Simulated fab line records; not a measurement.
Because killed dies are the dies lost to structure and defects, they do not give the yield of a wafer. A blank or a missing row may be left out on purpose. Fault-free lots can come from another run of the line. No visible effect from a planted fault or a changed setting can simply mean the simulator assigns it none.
Commonality check across tools	flow gf180mcu	14 lots and 42 wafers in the sample

== REASON IT WAS OPENED ==
At GF_VT_IMPLANT_RS_MEAS_46 the reading MVSD_RS is flagged on 2 of 14 lots. No-fault wafers: 456.8 ohm/sq, standard deviation 1.3.
Rule: flag the lot when none of its wafers has a number, or when each of its wafers that has one lies beyond 4 standard deviations from that mean. The other lots count as sound.

lot	measured	on	MVSD_RS (ohm/sq), wafer by wafer	flag
L506	day 7 21:43	film_metro-01	455.9 457.3 456.0	
L507	day 8 04:22	film_metro-03	457.9 457.0 457.5	
L508	day 8 09:12	film_metro-01	456.3 456.8 456.6	
L511	day 9 07:37	film_metro-01	132.8 132.8 132.8	FLAGGED
L512	day 9 13:19	film_metro-04	133.2 133.2 133.5	FLAGGED
L516	day 10 15:18	film_metro-04	457.9 457.1 457.1	
L518	day 11 05:48	film_metro-04	456.9 457.3 457.7	
L520	day 11 21:20	film_metro-03	455.8 454.0 455.0	
L521	day 12 01:52	film_metro-01	457.5 457.0 457.0	
L523	day 12 18:44	film_metro-01	456.1 457.5 457.2	
L524	day 13 01:58	film_metro-03	454.1 455.7 457.0	
L525	day 13 06:01	film_metro-01	458.3 458.7 458.2	
L527	day 13 19:08	film_metro-04	457.2 458.3 459.3	
L528	day 13 23:53	film_metro-01	456.9 457.7 458.0	
On average the flagged lots read 133.1 ohm/sq, which is -323.8 ohm/sq against the usual, or -99 or more standard deviations.

== EACH LOT AND THE TOOL IT RAN ON ==
2 process steps preceding the reading are held in the record, out of 602 steps in the route. Cell contents, in order: the tool; ch with the chambers the sampled wafers went through; the start.
lot	flag	GF_DNWELL_STRIP_08	GF_VT_IMPLANT_RTA_45
L506		plasma_asher-03 ch 0,1, day 3 00:32	rtp_anneal-01 ch 0, day 7 21:37
L507		plasma_asher-01 ch 0,1, day 3 06:19	rtp_anneal-01 ch 0, day 8 04:16
L508		plasma_asher-03 ch 0,1, day 3 10:21	rtp_anneal-01 ch 0, day 8 09:06
L511	FLAGGED	plasma_asher-01 ch 0,1, day 4 01:53	rtp_anneal-01, day 9 07:30
L512	FLAGGED	plasma_asher-04 ch 0,1, day 4 08:40	rtp_anneal-02, day 9 13:13
L516		plasma_asher-03 ch 0,1, day 5 04:10	rtp_anneal-02 ch 0, day 10 15:12
L518		plasma_asher-04 ch 1, day 5 14:42	rtp_anneal-02 ch 0, day 11 05:42
L520		plasma_asher-04 ch 0,1, day 6 03:23	rtp_anneal-02 ch 0, day 11 21:14
L521		plasma_asher-01 ch 0,1, day 6 08:25	rtp_anneal-01 ch 0, day 12 01:46
L523		plasma_asher-03 ch 0,1, day 6 20:48	rtp_anneal-01 ch 0, day 12 18:38
L524		plasma_asher-03 ch 0,1, day 7 00:51	rtp_anneal-01 ch 0, day 13 01:51
L525		plasma_asher-01 ch 0,1, day 7 05:25	rtp_anneal-01 ch 0, day 13 05:55
L527		plasma_asher-04 ch 0,1, day 7 15:26	rtp_anneal-01 ch 0, day 13 19:01
L528		plasma_asher-03 ch 0,1, day 7 20:01	rtp_anneal-01 ch 0, day 13 23:47
These steps, and what they do:
- GF_DNWELL_STRIP_08: strips in O2/N2.
- GF_VT_IMPLANT_RTA_45: time 30 s.
- GF_VT_IMPLANT_RS_MEAS_46: measures by four-point-probe.

== FLAGGED AGAINST TOTAL, ONE TOOL AT A TIME (gauges that did the reading follow at the end) ==
step	tool	lots run	flagged	share of the flagged lots	sound lots run after its first flagged lot
GF_DNWELL_STRIP_08	plasma_asher-01	4	1	some	2 (L521,L525)
GF_DNWELL_STRIP_08	plasma_asher-03	6	0	none	-
GF_DNWELL_STRIP_08	plasma_asher-04	4	1	some	3 (L518,L520,L527)
GF_VT_IMPLANT_RTA_45	rtp_anneal-01	10	1	some	6 (L521,L523,L524,L525,L527,L528)
GF_VT_IMPLANT_RTA_45	rtp_anneal-02	4	1	some	3 (L516,L518,L520)
GF_VT_IMPLANT_RS_MEAS_46	film_metro-01	7	1	some	4 (L521,L523,L525,L528)
GF_VT_IMPLANT_RS_MEAS_46	film_metro-03	3	0	none	-
GF_VT_IMPLANT_RS_MEAS_46	film_metro-04	4	1	some	3 (L516,L518,L527)

== WHAT IS ALLOWED BY THE TABLE ==
No row of the table ran every flagged lot.

== WHAT WAS PUT IN BY THE SIMULATOR ==
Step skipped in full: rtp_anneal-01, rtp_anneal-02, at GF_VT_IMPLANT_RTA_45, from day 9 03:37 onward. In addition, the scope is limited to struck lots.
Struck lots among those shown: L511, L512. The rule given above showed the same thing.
